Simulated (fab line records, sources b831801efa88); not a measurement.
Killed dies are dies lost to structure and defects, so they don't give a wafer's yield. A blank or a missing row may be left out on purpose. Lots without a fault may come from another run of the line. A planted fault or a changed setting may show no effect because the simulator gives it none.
fab line records | flow sky130
record lots=12 wafers=36 last_day=49
route steps=708 shown FIELD_ISO@15 METAL5@664 PAD_OPEN@708
lots that met no fault: from a run of the same line without faults
start_h: hours from the record's first day to the start of the lot's first wafer shown | wait_h: hours since the lot's step before | " the same as in the row above | L1.1+2: a row that stands for several wafers | - no value, or no start given | * or withheld: withheld | < > ~ a bound
route shown NAME@n: a module of which the file shows steps, and the number in the route of the first | usual: mean/standard deviation of fault-free wafers | same: alike in all rows | chamber/n: place in a boat | sites: the reading at each site | _std_site: their standard deviation | _edge_site: outer sites' mean less inner sites' | radius_mm: how far each site lies from the wafer's centre | mask NAME#n: copy n | behind: the tool/chamber that last shaped the wafer | hold: why the lot was held/for how many hours/how that ended | device: the transistor (n, p or np) that didn't switch | end of line: the same wafers' tests at the end of the route | a step without rows: its recipe alone | killed: dies lost to structure and defects at the first sort, not the wafer's yield | map: a wafer's dies, x killed, . not, _ none there
set.NAME: the setting as run; set.NAME@STEP: as run at that earlier step | model.NAME: the simulator's own value behind a step, which no gauge read
steps of the route over a sample of lots; a table a step, a row a wafer
services: from which hour (start_h, from the record's first day; less than 0 if before it) a tool's chamber was out of use, for how many hours, and why
## steps
# step SKY_FIELD_ISO_ETCH_14
# recipe chemistry=N2/H2 target=BARC ion_energy_ev=200 source_w=500 bias_w=100 pressure_mtorr=30 n2_flow_sccm=100 h2_flow_sccm=200 stop_on=SiO2 time_s=45.9 target_depth_a=600
# usual drypump_motor_current_A=5.86/0.27 oes_product_au=0.855/0.005 throttle_valve_pct=13.225/0.0096
# columns lot.wafer tool chamber start_h wait_h drypump_motor_current_A oes_product_au rf_hours_counter_h throttle_valve_pct
L302.1 rie_diel-03 3 32.46 0.1 5.74 0.850 154 13.231
L302.2 " 1 " " 6.12 0.850 76 13.228
L302.5 " 2 " " 5.69 0.853 - 13.250
L304.1 rie_diel-02 3 41.11 0.1 6.61 0.853 27 13.242
L304.5 " 2 " " 6.00 0.859 - 13.209
L304.6 " 3 " " 6.60 0.852 - 13.237
L305.1 rie_diel-01 2 43.10 0.1 6.04 0.850 139 13.216
L305.2 " 0 " " 5.69 0.863 53 13.224
L305.5 " 2 " " 6.03 0.859 - 13.230
L306.4 rie_diel-03 3 49.91 0.0 5.71 0.860 154 13.208
L306.5 " 2 " " 5.71 0.858 - 13.213
L306.6 " 1 " " 6.15 0.845 - 13.222
L307.1 rie_diel-02 2 58.85 0.1 6.04 0.852 87 13.209
L307.2 " 0 " " 5.43 0.858 132 13.232
L307.6 " 0 " " 5.43 0.851 - 13.212
L310.1 rie_diel-03 2 78.00 0.1 5.66 0.854 136 13.216
L310.3 " 0 " " 6.23 0.859 87 13.229
L310.6 " 1 " " 6.21 0.851 - 13.224
L316.1 rie_diel-03 1 103.00 0.1 6.14 0.853 78 13.230
L316.2 " 3 " " 5.74 0.855 155 13.207
L316.5 " 0 " " 6.20 0.847 - 13.227
L317.1 rie_diel-01 1 109.06 0.1 5.77 0.857 150 13.219
L317.5 " 2 " " 6.01 0.853 - 13.241
L317.6 " 3 " " 5.61 0.861 - 13.220
L318.1 rie_diel-01 0 114.66 0.1 5.67 0.865 54 13.222
L318.2 " 1 " " 5.75 0.852 150 13.203
L318.4 " 3 " " 5.65 0.859 71 13.224
L320.2 rie_diel-01 0 123.80 0.1 5.71 0.857 54 13.213
L320.3 " 2 " " 6.03 0.860 141 13.236
L320.4 " 3 " " 5.63 0.847 71 13.223
L321.3 rie_diel-02 1 129.46 0.1 5.50 0.854 98 13.224
L321.4 " 2 " " 6.03 0.846 88 13.229
L321.5 " 0 " " 5.42 0.862 - 13.226
L322.1 rie_diel-01 3 133.16 0.1 5.61 0.854 71 13.224
L322.2 " 1 " " 5.78 0.857 151 13.221
L322.3 " 0 " " 5.71 0.864 54 13.230
# step SKY_METAL5_SPUTTER_03
# recipe material=Ti target_thk_nm=5 power_w=3000 time_s=3.3 chamber_pressure_pa=0.4
# usual throttle_valve_pct=30.3/0.78
# columns lot.wafer tool chamber start_h wait_h throttle_valve_pct
L302.1 pvd_sputter-01 - 1000.00 0.0 31.6
L302.2 " - " " 30.4
L302.5 " - " " 28.9
L304.1 pvd_sputter-02 - 1013.00 0.0 29.7
L304.5 " - " " 29.7
L304.6 " - " " 29.7
L305.1 pvd_sputter-04 - 1018.29 0.0 31.3
L305.2 " - " " 29.9
L305.5 " - " " 30.9
L306.4 pvd_sputter-04 - 1043.69 0.0 29.9
L306.5 " - " " 31.0
L306.6 " - " " 30.0
L307.1 pvd_sputter-02 - 1064.71 0.0 30.0
L307.2 " - " " 29.6
L307.6 " - " " 29.5
L310.1 pvd_sputter-02 - 1068.40 0.0 29.6
L310.3 " - " " 29.4
L310.6 " - " " 29.6
L316.1 pvd_sputter-02 - 1095.54 0.0 29.4
L316.2 " - " " 29.8
L316.5 " - " " 29.5
L317.1 pvd_sputter-04 - 1100.20 0.0 29.7
L317.5 " - " " 30.2
L317.6 " - " " 29.5
L318.1 pvd_sputter-01 - 1112.28 0.0 30.5
L318.2 " - " " 30.6
L318.4 " - " " 31.4
L320.2 pvd_sputter-04 - 1129.97 0.0 30.4
L320.3 " - " " 30.1
L320.4 " - " " 30.9
L321.3 pvd_sputter-02 - 1130.73 0.0 30.0
L321.4 " - " " 29.7
L321.5 " - " " 30.9
L322.1 pvd_sputter-01 - 1133.11 0.0 30.3
L322.2 " - " " 31.8
L322.3 " - " " 29.0
# step SKY_METAL5_THK_MEAS_06
# recipe thk_meas_gauge=xrf reads=AlCu_of_METAL5_SPUTTER_02
# usual METAL5_ALCU_THK=1166/12
# columns lot.wafer tool chamber start_h wait_h METAL5_ALCU_THK[nm]
L302.1 film_metro-03 - 1000.19 0.1 1150
L302.2 " - " " 1185
L302.5 " - " " 1183
L304.1 film_metro-03 - 1013.19 0.1 1165
L304.5 " - " " 1172
L304.6 " - " " 1175
L305.1 film_metro-03 - 1018.49 0.1 1176
L305.2 " - " " 1173
L305.5 " - " " 1178
L306.4 film_metro-04 - 1043.91 0.1 1165
L306.5 " - " " 1153
L306.6 " - " " 1171
L307.1 film_metro-03 - 1064.89 0.1 1152
L307.2 " - " " 1149
L307.6 " - " " 1142
L310.1 film_metro-03 - 1068.58 0.1 1161
L310.3 " - " " 1154
L310.6 " - " " 1156
L316.1 film_metro-02 - 1095.73 0.1 1148
L316.2 " - " " 1163
L316.5 " - " " 1164
L317.1 film_metro-03 - 1100.39 0.1 1155
L317.5 " - " " 1161
L317.6 " - " " 1139
L318.1 film_metro-03 - 1112.47 0.1 1169
L318.2 " - " " 1171
L318.4 " - " " 1147
L320.2 film_metro-04 - 1130.17 0.1 1153
L320.3 " - " " 1150
L320.4 " - " " 1147
L321.3 film_metro-04 - 1130.94 0.1 1174
L321.4 " - " " 1168
L321.5 " - " " 1173
L322.1 film_metro-02 - 1133.30 0.1 1176
L322.2 " - " " 1171
L322.3 " - " " 1176
# step SKY_METAL5_METAL_ETCH_15
# recipe target_depth_a=12600 stop_on=SiO2 over_etch_frac=0.2 time_s=252 chemistry=Cl2/BCl3 resist_sidewall_deg=86 pressure_mtorr=10 icp_w=900 bias_w=48.5 Cl2_flow_sccm=60 bcl3_flow_sccm=30
# usual bcl3_flow_sccm=29.99/0.089 drypump_motor_current_A=5.6/0.47 oes_product_au=0.894/0.0046 throttle_valve_pct=22.264/0.0092
# columns lot.wafer tool chamber start_h wait_h bcl3_flow_sccm drypump_motor_current_A oes_product_au rf_hours_counter_h throttle_valve_pct
L302.1 rie_metal-04 1 1022.41 0.0 29.92 6.5 0.885 11 22.242
L302.2 " 0 " " 30.01 5.7 0.895 5 22.258
L302.5 " 0 " " 30.08 5.7 0.890 - 22.267
L304.1 rie_metal-01 0 1034.83 0.0 30.13 5.9 0.888 15 22.272
L304.5 " 1 " " 29.81 5.1 0.892 - 22.257
L304.6 " 0 " " 30.01 6.0 0.893 - 22.275
L305.1 rie_metal-01 0 1041.28 0.0 30.05 5.9 0.893 15 22.264
L305.2 " 1 " " 29.92 5.1 0.895 14 22.257
L305.5 " 1 " " 29.89 5.1 0.893 - 22.276
L306.4 rie_metal-04 1 1065.46 0.1 29.96 6.4 0.890 - 22.242
L306.5 " 1 " " 29.87 6.4 0.892 - 22.275
L306.6 " 0 " " 30.04 5.7 0.901 - 22.255
L307.1 rie_metal-01 0 1085.73 0.0 30.05 5.9 0.888 18 22.273
L307.2 " 1 " " 30.02 5.1 0.893 16 22.255
L307.6 " 0 " " 29.98 5.9 0.895 - 22.272
L310.1 rie_metal-01 1 1088.61 0.1 29.90 5.1 0.888 17 22.247
L310.3 " 1 " " 29.96 5.1 0.894 - 22.257
L310.6 " 1 " " 30.04 5.1 0.893 - 22.267
L316.1 rie_metal-04 0 1115.83 0.0 30.08 5.7 0.896 11 22.281
L316.2 " 1 " " 29.98 6.5 0.897 17 22.261
L316.5 " 1 " " 29.98 6.4 0.886 - 22.271
L317.1 rie_metal-01 0 1119.96 0.0 29.99 5.9 0.897 22 22.255
L317.5 " 1 " " 30.07 5.1 0.892 - 22.262
L317.6 " 0 " " 29.98 5.9 0.885 - 22.254
L318.1 rie_metal-01 1 1132.66 0.0 29.87 5.1 0.890 19 22.264
L318.2 " 0 " " 29.98 5.9 0.892 23 22.267
L318.4 " 0 " " 30.09 5.9 0.895 - 22.265
L320.2 rie_metal-01 0 1147.87 0.0 30.03 5.9 0.901 24 22.264
L320.3 " 1 " " 29.99 5.1 0.896 - 22.276
L320.4 " 0 " " 29.96 5.9 0.884 - 22.269
L321.3 rie_metal-03 1 1149.15 0.1 30.00 5.1 0.892 - 22.258
L321.4 " 0 " " 29.92 5.8 0.887 - 22.248
L321.5 " 0 " " 29.94 5.8 0.893 - 22.260
L322.1 rie_metal-03 1 1151.01 0.0 29.93 5.1 0.885 28 22.261
L322.2 " 0 " " 29.98 5.8 0.893 24 22.257
L322.3 " 0 " " 30.08 5.8 0.897 - 22.257
# step SKY_PAD_OPEN_PROBE_99
# usual killed_at_M0_to_M3=44/6 killed_at_M4_up=3.3/2.1 killed_at_contacts=25/5.5 killed_at_front_end=15/4.3 killed_at_other=0.2/0.41 killed_dies=88/9.1 killed_open=48/6.6 killed_short=39/6.7
# same gross_dies=492 killed_at_back_side=0
# columns lot.wafer tool chamber start_h wait_h killed_at_M0_to_M3 killed_at_M4_up killed_at_contacts killed_at_front_end killed_at_other killed_dies killed_open killed_short
L302.1 prober-02 - 1069.91 0.1 37 4 27 11 0 79 51 28
L302.2 prober-02 - 1069.96 0.1 36 7 27 8 1 79 39 39
L302.5 prober-02 - 1070.11 0.2 38 2 18 15 0 73 44 29
L304.1 prober-02 - 1081.44 0.1 48 6 21 10 1 86 56 30
L304.5 prober-02 - 1081.64 0.2 36 1 28 16 0 81 52 29
L304.6 prober-02 - 1081.69 0.2 40 4 22 19 0 85 50 35
L305.1 prober-01 - 1087.58 0.1 49 4 28 16 0 97 54 43
L305.2 prober-01 - 1087.63 0.1 42 4 29 18 0 93 47 46
L305.5 prober-01 - 1087.78 0.2 53 3 25 9 0 90 51 39
L306.4 prober-02 - 1110.04 0.2 42 2 20 20 1 85 41 44
L306.5 prober-02 - 1110.09 0.2 49 2 31 15 1 98 48 49
L306.6 prober-02 - 1110.14 0.2 36 3 18 18 0 75 37 38
L307.1 prober-02 - 1130.10 0.1 46 2 14 25 0 87 55 32
L307.2 prober-02 - 1130.15 0.1 49 8 25 24 0 106 57 49
L307.6 prober-02 - 1130.35 0.2 44 4 21 19 0 88 43 44
L310.1 prober-01 - 1134.04 0.1 41 0 26 58 0 125 56 31
L310.3 prober-01 - 1134.14 0.2 39 6 32 48 0 125 58 32
L310.6 prober-01 - 1134.29 0.2 43 7 26 64 2 142 41 50
L316.1 prober-02 - 1157.07 0.1 43 3 15 54 0 115 41 26
L316.2 prober-02 - 1157.12 0.1 33 2 17 58 0 110 38 29
L316.5 prober-02 - 1157.27 0.2 46 1 30 46 0 123 57 29
L317.1 prober-01 - 1161.70 0.1 43 6 32 11 0 92 45 47
L317.5 prober-01 - 1161.90 0.2 47 3 19 19 0 88 45 43
L317.6 prober-01 - 1161.95 0.2 50 0 33 13 1 97 57 40
L318.1 prober-02 - 1171.63 0.1 41 4 27 9 0 81 46 35
L318.2 prober-02 - 1171.68 0.1 47 3 27 14 0 91 40 51
L318.4 prober-02 - 1171.78 0.2 41 2 24 24 0 91 54 37
L320.2 prober-02 - 1185.21 0.1 46 2 25 19 1 93 51 42
L320.3 prober-02 - 1185.26 0.2 45 5 28 15 0 93 48 45
L320.4 prober-02 - 1185.31 0.2 37 0 27 21 0 85 58 27
L321.3 prober-01 - 1187.28 0.2 47 4 27 20 0 98 48 50
L321.4 prober-01 - 1187.33 0.2 47 1 23 21 0 92 50 41
L321.5 prober-01 - 1187.38 0.2 41 2 27 15 0 85 47 38
L322.1 prober-02 - 1187.81 0.1 44 2 27 14 0 87 46 41
L322.2 prober-02 - 1187.86 0.1 33 2 16 14 1 66 35 31
L322.3 prober-02 - 1187.91 0.2 40 5 18 24 0 87 45 42
# killed by level:class
L302.1 VIA1:geometric_particle:open=14 CONTACT:geometric_particle:open=11 VIA3:geometric_particle:open=7 LI_CONTACT:geometric_particle:open=5 CONTACT:geometric_particle:short=4 METAL3:geometric_particle:short=4 FIELD_ISO:geometric_particle:open=3 POLY_GATE:geometric_particle:open=3
L302.2 CONTACT:geometric_particle:open=10 VIA3:geometric_particle:open=8 VIA1:geometric_particle:open=6 CONTACT:geometric_particle:short=6 LI_CONTACT:geometric_particle:open=5 VIA1:geometric_particle:short=5 METAL4:geometric_particle:short=5 METAL1:geometric_particle:short=4
L302.5 VIA3:geometric_particle:open=10 METAL2:geometric_particle:short=6 LI_CONTACT:geometric_particle:open=5 VIA1:geometric_particle:open=5 VIA2:geometric_particle:open=5 CONTACT:geometric_particle:open=4 FIELD_ISO:geometric_particle:open=3 LI_CONTACT:geometric_particle:short=3
L304.1 VIA1:geometric_particle:open=11 CONTACT:geometric_particle:open=9 VIA3:geometric_particle:open=8 LI_CONTACT:geometric_particle:open=6 METAL2:geometric_particle:short=6 POLY_GATE:geometric_particle:open=5 VIA2:geometric_particle:open=5 METAL1:geometric_particle:open=4
L304.5 CONTACT:geometric_particle:open=16 VIA1:geometric_particle:open=10 FIELD_ISO:geometric_particle:open=6 METAL1:geometric_particle:short=6 LI_CONTACT:geometric_particle:open=4 METAL2:geometric_particle:short=4 VIA3:geometric_particle:open=4 FIELD_ISO:geometric_particle:short=3
L304.6 VIA1:geometric_particle:open=12 CONTACT:geometric_particle:open=9 VIA3:geometric_particle:open=6 METAL1:geometric_particle:open=6 POLY_GATE:geometric_particle:open=5 VIA3:geometric_particle:short=5 FIELD_ISO:geometric_particle:short=4 LI_CONTACT:geometric_particle:open=4
L305.1 VIA1:geometric_particle:open=10 LI_CONTACT:geometric_particle:open=9 VIA2:geometric_particle:open=9 CONTACT:geometric_particle:open=8 VIA1:geometric_particle:short=6 VIA2:geometric_particle:short=5 CONTACT:geometric_particle:short=5 VIA3:geometric_particle:open=5
L305.2 CONTACT:geometric_particle:open=10 LOCAL_INTERCONNECT:geometric_particle:short=9 VIA1:geometric_particle:open=9 POLY_GATE:geometric_particle:open=7 VIA3:geometric_particle:open=7 METAL2:geometric_particle:short=7 FIELD_ISO:geometric_particle:short=6 VIA2:geometric_particle:open=5
L305.5 VIA1:geometric_particle:open=10 CONTACT:geometric_particle:open=9 CONTACT:geometric_particle:short=8 VIA1:geometric_particle:short=7 VIA2:geometric_particle:open=7 VIA3:geometric_particle:open=7 LI_CONTACT:geometric_particle:open=6 METAL2:geometric_particle:short=5
L306.4 VIA1:geometric_particle:open=15 FIELD_ISO:geometric_particle:short=8 CONTACT:geometric_particle:open=7 VIA2:geometric_particle:open=5 CONTACT:geometric_particle:short=4 VIA2:geometric_particle:short=4 VIA3:geometric_particle:open=4 POLY_GATE:geometric_particle:short=3
L306.5 VIA1:geometric_particle:open=12 CONTACT:geometric_particle:open=10 METAL1:geometric_particle:short=9 LI_CONTACT:geometric_particle:open=8 POLY_GATE:geometric_particle:open=7 LOCAL_INTERCONNECT:geometric_particle:short=6 VIA1:geometric_particle:short=6 CONTACT:geometric_particle:short=5
L306.6 CONTACT:geometric_particle:open=6 VIA3:geometric_particle:open=6 VIA1:geometric_particle:open=6 FIELD_ISO:geometric_particle:short=5 VIA2:geometric_particle:open=5 FIELD_ISO:geometric_particle:open=4 POLY_GATE:geometric_particle:short=4 LOCAL_INTERCONNECT:geometric_particle:short=4
L307.1 VIA1:geometric_particle:open=18 FIELD_ISO:geometric_particle:open=10 POLY_GATE:geometric_particle:open=8 CONTACT:geometric_particle:open=6 METAL2:geometric_particle:short=6 FIELD_ISO:geometric_particle:short=5 VIA2:geometric_particle:short=4 VIA2:geometric_particle:open=4
L307.2 LI_CONTACT:geometric_particle:open=11 CONTACT:geometric_particle:open=10 VIA1:geometric_particle:short=9 METAL2:geometric_particle:short=8 FIELD_ISO:geometric_particle:short=7 POLY_GATE:geometric_particle:open=7 VIA1:geometric_particle:open=7 FIELD_ISO:geometric_particle:open=6
L307.6 VIA1:geometric_particle:open=8 VIA2:geometric_particle:open=8 CONTACT:geometric_particle:short=6 POLY_GATE:geometric_particle:short=6 VIA3:geometric_particle:open=6 METAL2:geometric_particle:short=6 FIELD_ISO:geometric_particle:short=5 CONTACT:geometric_particle:open=5
L310.1 FIELD_ISO:unspecified=38 LI_CONTACT:geometric_particle:open=12 VIA1:geometric_particle:open=11 CONTACT:geometric_particle:open=9 VIA3:geometric_particle:open=8 FIELD_ISO:geometric_particle:short=6 VIA2:geometric_particle:open=5 METAL2:geometric_particle:short=4
L310.3 FIELD_ISO:unspecified=35 VIA1:geometric_particle:open=19 CONTACT:geometric_particle:open=11 LI_CONTACT:geometric_particle:open=8 CONTACT:geometric_particle:short=5 VIA2:geometric_particle:open=5 POLY_GATE:geometric_particle:short=4 LI_CONTACT:geometric_particle:short=4
L310.6 FIELD_ISO:unspecified=49 VIA1:geometric_particle:open=10 CONTACT:geometric_particle:open=8 CONTACT:geometric_particle:short=8 METAL2:geometric_particle:short=8 VIA1:geometric_particle:short=6 METAL4:geometric_particle:short=6 FIELD_ISO:geometric_particle:open=4
L316.1 FIELD_ISO:unspecified=47 VIA3:geometric_particle:open=10 VIA1:geometric_particle:open=9 METAL1:geometric_particle:short=6 CONTACT:geometric_particle:open=6 LI_CONTACT:geometric_particle:open=4 POLY_GATE:geometric_particle:open=3 CONTACT:geometric_particle:short=3
L316.2 FIELD_ISO:unspecified=42 CONTACT:geometric_particle:open=7 METAL2:geometric_particle:short=7 VIA2:geometric_particle:open=7 LI_CONTACT:geometric_particle:open=6 FIELD_ISO:geometric_particle:open=5 VIA1:geometric_particle:open=4 POLY_GATE:geometric_particle:open=3
L316.5 FIELD_ISO:unspecified=35 CONTACT:geometric_particle:open=18 VIA1:geometric_particle:open=14 VIA3:geometric_particle:open=6 VIA2:geometric_particle:short=5 LI_CONTACT:geometric_particle:open=5 VIA1:geometric_particle:short=5 FIELD_ISO:geometric_particle:short=3
L317.1 VIA1:geometric_particle:open=12 CONTACT:geometric_particle:open=8 LOCAL_INTERCONNECT:geometric_particle:short=7 METAL2:geometric_particle:short=7 LI_CONTACT:geometric_particle:open=7 CONTACT:geometric_particle:short=6 VIA1:geometric_particle:short=6 VIA2:geometric_particle:open=5
L317.5 POLY_GATE:geometric_particle:open=7 VIA1:geometric_particle:open=7 VIA1:geometric_particle:short=7 LI_CONTACT:geometric_particle:short=6 METAL1:geometric_particle:short=6 VIA3:geometric_particle:open=6 LI_CONTACT:geometric_particle:open=5 FIELD_ISO:geometric_particle:open=4
L317.6 CONTACT:geometric_particle:open=17 VIA1:geometric_particle:open=12 VIA1:geometric_particle:short=8 METAL2:geometric_particle:short=8 LI_CONTACT:geometric_particle:open=7 VIA2:geometric_particle:open=6 POLY_GATE:geometric_particle:open=5 LI_CONTACT:geometric_particle:short=4
L318.1 VIA1:geometric_particle:open=12 LI_CONTACT:geometric_particle:open=8 VIA1:geometric_particle:short=6 CONTACT:geometric_particle:short=5 CONTACT:geometric_particle:open=5 VIA2:geometric_particle:open=5 VIA3:geometric_particle:open=5 LI_CONTACT:geometric_particle:short=4
L318.2 METAL1:geometric_particle:short=12 CONTACT:geometric_particle:open=11 VIA1:geometric_particle:open=9 CONTACT:geometric_particle:short=7 VIA1:geometric_particle:short=7 VIA2:geometric_particle:open=5 METAL2:geometric_particle:short=5 POLY_GATE:geometric_particle:short=4
L318.4 CONTACT:geometric_particle:open=14 FIELD_ISO:geometric_particle:short=9 VIA1:geometric_particle:open=9 VIA2:geometric_particle:open=7 VIA3:geometric_particle:open=7 FIELD_ISO:geometric_particle:open=5 LI_CONTACT:geometric_particle:open=5 VIA1:geometric_particle:short=5
L320.2 VIA1:geometric_particle:open=18 LI_CONTACT:geometric_particle:open=8 VIA3:geometric_particle:open=7 CONTACT:geometric_particle:open=5 CONTACT:geometric_particle:short=5 VIA1:geometric_particle:short=5 FIELD_ISO:geometric_particle:open=4 LI_CONTACT:geometric_particle:short=4
L320.3 CONTACT:geometric_particle:short=11 CONTACT:geometric_particle:open=10 VIA1:geometric_particle:open=8 VIA3:geometric_particle:open=8 LI_CONTACT:geometric_particle:open=6 VIA2:geometric_particle:open=6 VIA1:geometric_particle:short=5 METAL2:geometric_particle:short=5
L320.4 CONTACT:geometric_particle:open=14 VIA3:geometric_particle:open=8 POLY_GATE:geometric_particle:open=7 LI_CONTACT:geometric_particle:open=7 VIA1:geometric_particle:open=7 VIA2:geometric_particle:open=7 CONTACT:geometric_particle:short=5 FIELD_ISO:geometric_particle:short=4
L321.3 CONTACT:geometric_particle:open=12 VIA2:geometric_particle:open=8 METAL1:geometric_particle:short=8 VIA1:geometric_particle:open=8 LOCAL_INTERCONNECT:geometric_particle:short=7 FIELD_ISO:geometric_particle:short=5 FIELD_ISO:geometric_particle:open=5 METAL2:geometric_particle:short=4
L321.4 VIA1:geometric_particle:open=14 CONTACT:geometric_particle:open=11 VIA2:geometric_particle:open=7 POLY_GATE:geometric_particle:short=5 POLY_GATE:geometric_particle:open=5 LOCAL_INTERCONNECT:geometric_particle:short=5 VIA3:geometric_particle:open=5 VIA1:geometric_particle:short=5
L321.5 CONTACT:geometric_particle:open=13 VIA1:geometric_particle:open=11 LI_CONTACT:geometric_particle:open=8 VIA1:geometric_particle:short=7 FIELD_ISO:geometric_particle:short=5 CONTACT:geometric_particle:short=5 METAL1:geometric_particle:short=5 FIELD_ISO:geometric_particle:open=4
L322.1 VIA1:geometric_particle:open=9 LI_CONTACT:geometric_particle:open=8 CONTACT:geometric_particle:open=7 LI_CONTACT:geometric_particle:short=7 VIA2:geometric_particle:open=6 METAL1:geometric_particle:short=6 POLY_GATE:geometric_particle:open=4 METAL1:geometric_particle:open=4
L322.2 VIA2:geometric_particle:open=8 FIELD_ISO:geometric_particle:short=5 LI_CONTACT:geometric_particle:open=5 CONTACT:geometric_particle:open=5 VIA1:geometric_particle:open=5 METAL2:geometric_particle:short=5 VIA1:geometric_particle:short=4 POLY_CUT:geometric_particle:open=3
L322.3 VIA2:geometric_particle:open=9 LI_CONTACT:geometric_particle:open=8 FIELD_ISO:geometric_particle:open=7 FIELD_ISO:geometric_particle:short=6 METAL2:geometric_particle:short=6 VIA1:geometric_particle:short=5 METAL4:geometric_particle:short=5 POLY_GATE:geometric_particle:open=4
## services
# columns tool chamber start_h hours kind
rie_diel-01 2 9.25 4.6 repair
rie_diel-01 3 27.15 8.8 repair
rie_metal-01 0 32.86 36.5 repair
pvd_sputter-02 - 113.08 2.9 repair
pvd_sputter-02 - 118.64 6.9 repair
rie_metal-01 1 152.85 21.8 repair
rie_diel-01 - 175.09 14.6 pm
rie_diel-01 1 191.04 6.4 repair
rie_diel-01 0 198.34 3.1 repair
rie_diel-01 2 254.35 6.3 repair
rie_diel-01 0 279.17 13.9 repair
rie_diel-01 1 280.27 5.5 repair
rie_diel-01 2 310.92 7.3 repair
rie_diel-01 0 314.13 5.3 repair
rie_diel-01 - 322.11 1.3 repair
rie_metal-01 1 330.21 8.5 repair
rie_diel-01 - 360.41 0.1 repair
rie_diel-01 2 373.39 39.1 repair
rie_metal-01 - 444.68 1.4 pm
rie_metal-01 0 581.71 3.8 repair
rie_metal-01 0 621.11 23.7 repair
rie_metal-01 - 954.43 2.8 pm
rie_metal-01 0 1087.74 5.5 repair
rie_metal-01 1 1089.90 21.7 repair
## key
first_sign step=SKY_PAD_OPEN_PROBE_99 reading=killed_at_front_end direction=up sigmas=9 usual=15 struck=55
effect step=SKY_PAD_OPEN_PROBE_99 reading=killed_dies direction=up sigmas=3.9 usual=88 struck=123
met_at SKY_FIELD_ISO_ETCH_14
struck_lots L310,L316
tester_left_out L310,L316
not_acting_at SKY_METAL5_SPUTTER_03,SKY_METAL5_THK_MEAS_06,SKY_METAL5_METAL_ETCH_15
onset_between 49.91 78.00
fault kind=chamber_particle_source tool=rie_diel-03 chamber=- onset_h=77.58 steps=SKY_FIELD_ISO_ETCH_14 rate_per_visit_cm2=1.6843 end_h=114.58
# tester_left_out: of these lots the tester's yield and bins aren't shown, on N5 and GAA mostly nor the transistor test; their killed dies are dies lost to structure and defects alone, not to doping, threshold or leakage, so they don't give the yield
